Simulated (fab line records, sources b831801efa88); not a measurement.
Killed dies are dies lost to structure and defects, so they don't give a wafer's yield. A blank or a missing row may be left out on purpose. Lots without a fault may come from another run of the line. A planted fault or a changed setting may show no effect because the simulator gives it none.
Which tool did it? | flow sky130 | 12 lots, 36 wafers sampled, at 5 steps of a route of 708

WHAT THE GAUGES READ, wafer by wafer
SKY_CAP2M_THK_MEAS_01.
lot  | measured     | on            | CAP2M_CVD_00_THK (nm)
L566 | day 39 18:58 | film_metro-04 | 15.36 15.25 15.89
L568 | day 40 07:21 | film_metro-01 | 15.76 15.46 15.86
L569 | day 40 18:16 | film_metro-02 | 15.68 15.68 15.66
L571 | day 41 11:55 | film_metro-01 | 15.44 15.69 15.52
L576 | day 42 19:58 | film_metro-02 | 15.37 15.40 16.09
L578 | day 43 09:02 | film_metro-02 | 15.22 15.38 15.78
L582 | day 44 13:07 | film_metro-04 | 15.27 15.59 15.63
L584 | day 45 00:46 | film_metro-01 | 15.48 15.73 15.85
L586 | day 45 12:22 | film_metro-04 | 15.37 15.43 15.68
L587 | day 46 00:35 | film_metro-02 | 15.30 15.10 15.40
L589 | day 46 12:56 | film_metro-02 | 15.13 15.51 15.30
L588 | day 46 13:37 | film_metro-02 | 15.36 15.19 15.30

WHICH TOOL RAN EACH LOT (tool, then ch and the chambers of the sampled wafers, then the start)
lot  | SKY_LOCAL_INTERCONNECT_COAT_05    | SKY_LOCAL_INTERCONNECT_ETCH_13    | SKY_METAL1_SPUTTER_00        | SKY_VIA3_ETCH_14
L566 | litho_track-04 ch 0, day 29 15:26 | rie_metal-01 ch 0,1, day 30 06:14 | pvd_sputter-04, day 31 13:47 | rie_diel-04 ch 0,2, day 39 17:26
L568 | litho_track-02 ch 0, day 30 07:17 | rie_metal-04 ch 0,1, day 30 21:35 | pvd_sputter-04, day 32 04:52 | rie_diel-04 ch 0,1, day 40 05:41
L569 | litho_track-03 ch 0, day 30 20:44 | rie_metal-02 ch 0,1, day 31 11:31 | pvd_sputter-03, day 32 18:24 | rie_diel-03 ch 0,2,3, day 40 16:34
L571 | litho_track-02 ch 0, day 31 17:49 | rie_metal-04 ch 0,1, day 32 08:17 | pvd_sputter-04, day 33 14:48 | rie_diel-03 ch 1,2,3, day 41 10:20
L576 | litho_track-02 ch 0, day 33 06:46 | rie_metal-01 ch 0, day 33 19:59   | pvd_sputter-03, day 35 00:27 | rie_diel-03 ch 0,1,3, day 42 18:25
L578 | litho_track-02 ch 0, day 33 20:55 | rie_metal-01 ch 0,1, day 34 10:08 | pvd_sputter-03, day 35 15:16 | rie_diel-04 ch 0,3, day 43 07:26
L582 | litho_track-03 ch 0, day 35 04:28 | rie_metal-04 ch 0,1, day 35 18:14 | pvd_sputter-03, day 36 23:35 | rie_diel-04 ch 2,3, day 44 11:26
L584 | litho_track-04 ch 0, day 35 20:41 | rie_metal-04 ch 0,1, day 36 10:25 | pvd_sputter-02, day 37 15:21 | rie_diel-04 ch 1,2,3, day 44 23:14
L586 | litho_track-04 ch 0, day 36 09:08 | rie_metal-04 ch 0,1, day 36 22:45 | pvd_sputter-02, day 38 03:42 | rie_diel-04 ch 0,3, day 45 10:46
L587 | litho_track-02 ch 0, day 36 23:25 | rie_metal-02 ch 0,1, day 37 13:34 | pvd_sputter-02, day 38 18:41 | rie_diel-03 ch 0,2,3, day 45 22:56
L589 | litho_track-02 ch 0, day 37 16:46 | rie_metal-01 ch 0,1, day 38 06:22 | pvd_sputter-03, day 39 10:19 | rie_diel-02 ch 0,2, day 46 11:23
L588 | litho_track-02 ch 0, day 37 17:31 | rie_metal-02 ch 0,1, day 38 06:56 | pvd_sputter-02, day 39 10:39 | rie_diel-04 ch 0,1,2, day 46 12:01
- SKY_LOCAL_INTERCONNECT_COAT_05: resist thk 60 nm.
- SKY_LOCAL_INTERCONNECT_ETCH_13: etches BARC in N2/H2, stops on SiO2, time 45.9 s, target depth 60 nm.
- SKY_METAL1_SPUTTER_00: material Ti, target thk 15 nm, time 10 s.
- SKY_VIA3_ETCH_14: etches BARC in N2/H2, stops on SiO2, time 45.9 s, target depth 60 nm.

WHAT THE TOOLS THEMSELVES READ (means of the sampled wafers that have a number; where no wafer has one, the mark that the record gives instead)
SKY_LOCAL_INTERCONNECT_COAT_05.
lot  | tool           | spin_speed_rpm (rpm)
L566 | litho_track-04 | 3000.4
L568 | litho_track-02 | 3000.8
L569 | litho_track-03 | 2997.3
L571 | litho_track-02 | 2999.4
L576 | litho_track-02 | 2999.7
L578 | litho_track-02 | 2997.7
L582 | litho_track-03 | 2999.7
L584 | litho_track-04 | 3001.4
L586 | litho_track-04 | 3000.5
L587 | litho_track-02 | 2998.7
L589 | litho_track-02 | 3001.2
L588 | litho_track-02 | 3002.5

SKY_LOCAL_INTERCONNECT_ETCH_13.
lot  | tool         | drypump_motor_current_A (A) | oes_product_au (a.u.) | throttle_valve_pct (%)
L566 | rie_metal-01 | 5.4                         | 0.854                 | 13.225
L568 | rie_metal-04 | 6.3                         | 0.852                 | 13.227
L569 | rie_metal-02 | 5.7                         | 0.857                 | 13.227
L571 | rie_metal-04 | 6.3                         | 0.849                 | 13.225
L576 | rie_metal-01 | 5.9                         | 0.867                 | 13.222
L578 | rie_metal-01 | 5.4                         | 0.869                 | 13.236
L582 | rie_metal-04 | 6.3                         | 0.851                 | 13.228
L584 | rie_metal-04 | 6.3                         | 0.851                 | 13.229
L586 | rie_metal-04 | 6.2                         | 0.858                 | 13.218
L587 | rie_metal-02 | 5.6                         | 0.853                 | 13.221
L589 | rie_metal-01 | 5.6                         | 0.849                 | 13.222
L588 | rie_metal-02 | 5.6                         | 0.856                 | 13.222

SKY_METAL1_SPUTTER_00.
lot  | tool           | throttle_valve_pct (%)
L566 | pvd_sputter-04 | 30.6
L568 | pvd_sputter-04 | 30.2
L569 | pvd_sputter-03 | 29.7
L571 | pvd_sputter-04 | 30.1
L576 | pvd_sputter-03 | 29.7
L578 | pvd_sputter-03 | 29.8
L582 | pvd_sputter-03 | 30.3
L584 | pvd_sputter-02 | 28.6
L586 | pvd_sputter-02 | 28.9
L587 | pvd_sputter-02 | 28.5
L589 | pvd_sputter-03 | 29.3
L588 | pvd_sputter-02 | 28.9

SKY_VIA3_ETCH_14.
lot  | tool        | drypump_motor_current_A (A) | oes_product_au (a.u.) | throttle_valve_pct (%)
L566 | rie_diel-04 | 5.4                         | 0.854                 | 13.218
L568 | rie_diel-04 | 6.0                         | 0.856                 | 13.214
L569 | rie_diel-03 | 5.6                         | 0.855                 | 13.216
L571 | rie_diel-03 | 5.7                         | 0.855                 | 13.233
L576 | rie_diel-03 | 5.9                         | 0.854                 | 13.219
L578 | rie_diel-04 | 5.9                         | 0.852                 | 13.236
L582 | rie_diel-04 | 5.6                         | 0.851                 | 13.222
L584 | rie_diel-04 | 5.9                         | 0.853                 | 13.227
L586 | rie_diel-04 | 5.9                         | 0.857                 | 13.225
L587 | rie_diel-03 | 5.6                         | 0.853                 | 13.227
L589 | rie_diel-02 | 5.2                         | 0.857                 | 13.236
L588 | rie_diel-04 | 5.7                         | 0.855                 | 13.237

THE ANSWER, worked out from the rows above alone
Rule: what is usual is taken from the lots themselves. Put in order of their means at a reading, lots are off if they are a third of the lots or fewer, leave a main group of 4 or more, and stand apart from it by a gap of 3 or more times the standard deviation of the main group's means; of several such gaps the widest counts. A main group whose means are all the same, to the digits that the tables above print for the reading, isn't used. A lot without any number at a reading at which 4 lots or more have one is off too. The other lots that the step has rows for count as sound. The gauges are gone through in route order, then the tools' own readings, and for those a lot's mean is taken as printed above. The first step at which some lot is off is used, and at that step the reading that is off furthest; a lot without a number counts as furthest.
No lot is off at any reading shown: from this, nothing can be told.

WHAT THE SIMULATOR HAD PUT IN
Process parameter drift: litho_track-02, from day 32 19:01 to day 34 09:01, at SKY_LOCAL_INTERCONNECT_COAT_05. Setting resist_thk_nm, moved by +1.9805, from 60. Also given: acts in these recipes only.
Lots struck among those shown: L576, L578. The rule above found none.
